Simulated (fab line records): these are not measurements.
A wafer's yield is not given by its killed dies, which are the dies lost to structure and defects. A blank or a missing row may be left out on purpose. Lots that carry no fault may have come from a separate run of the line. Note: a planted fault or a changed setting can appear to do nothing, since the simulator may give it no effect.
The same fault as seen by 2 desks    flow sky130    each desk holds nothing but its own numbers, with what lay behind them at the end

== TOOL OWNER'S DESK, furnace-01 ==
For each lot that ran on this tool, the mean over its sampled wafers that have a number, from the tool's own readings at SKY_PAD_OPEN_ANNEAL_12. If a lot's mean is further than 4 standard deviations from the usual mean, the lot is out of limits and carries the mark OUT (the distance appears in the brackets).
Columns: A = spikeTcBottomC at SKY_PAD_OPEN_ANNEAL_12, usual 426.0 C; B = spikeTcCentreC at SKY_PAD_OPEN_ANNEAL_12, usual 401.5 C; C = spikeTcLowerC at SKY_PAD_OPEN_ANNEAL_12, usual 400.1 C; D = spikeTcTopC at SKY_PAD_OPEN_ANNEAL_12, usual 428.6 C; E = spikeTcUpperC at SKY_PAD_OPEN_ANNEAL_12, usual 399.2 C; F = zonePowerTopPct at SKY_PAD_OPEN_ANNEAL_12, usual 9.48 %; G = zonePowerUpperPct at SKY_PAD_OPEN_ANNEAL_12, usual 4.41 %
lot   first seen here  A                B                C                D                E                F                G
L929  day 47 15:27     426.9            401.5            400.0            428.3            399.1            9.37             4.34
L939  day 50 02:02     389.1 (-34) OUT  364.4 (-40) OUT  361.6 (-35) OUT  391.5 (-34) OUT  361.2 (-32) OUT  8.19 (-7.6) OUT  3.76 (-5.9) OUT
L940  day 50 03:32     388.1 (-34) OUT  364.5 (-39) OUT  361.2 (-35) OUT  392.4 (-33) OUT  359.9 (-33) OUT  8.23 (-7.4) OUT  3.75 (-6.0) OUT
L942  day 50 06:59     387.9 (-35) OUT  363.6 (-40) OUT  361.6 (-35) OUT  392.3 (-33) OUT  360.2 (-32) OUT  8.15 (-7.8) OUT  3.77 (-5.8) OUT
This desk's verdict: out of limits on L939, L940, L942, starting with L939 at day 50 02:02 (spikeTcBottomC at SKY_PAD_OPEN_ANNEAL_12). In limits: L929.

== METROLOGY DESK ==
Lot by lot, what the gauges showed, no matter which tool ran the lot: averages of those sampled wafers that carry a number. If a lot's mean is further than 4 standard deviations from the usual mean, the lot is out of limits and carries the mark OUT (the distance appears in the brackets).
Columns: A = PAD_OPEN_BOW at SKY_PAD_OPEN_BOW_MEAS_13, usual 46 um
lot   first seen here  A
L929  day 47 16:59     48
L931  day 48 14:04     49
L939  day 50 03:33     54
L940  day 50 05:02     51
L942  day 50 08:29     58
L943  day 50 12:56     34
L945  day 51 01:05     46
Result from this desk: across the 7 lots, nothing is out of limits.

== TAKEN TOGETHER ==
At day 50 02:02, on L939, L940, L942, the tool owner's desk was in a position to raise an alarm.
Nothing out of limits was seen by the metrology desk.
The metrology desk holds a record of L939, L940, L942, inside its limits.
On furnace-01, each named lot ran SKY_PAD_OPEN_ANNEAL_12.

== WHAT WAS PUT IN BY THE SIMULATOR ==
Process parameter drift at SKY_PAD_OPEN_ANNEAL_12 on furnace-01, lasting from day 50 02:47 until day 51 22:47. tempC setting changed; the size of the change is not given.
Struck lots among those shown: L939, L940, L942.
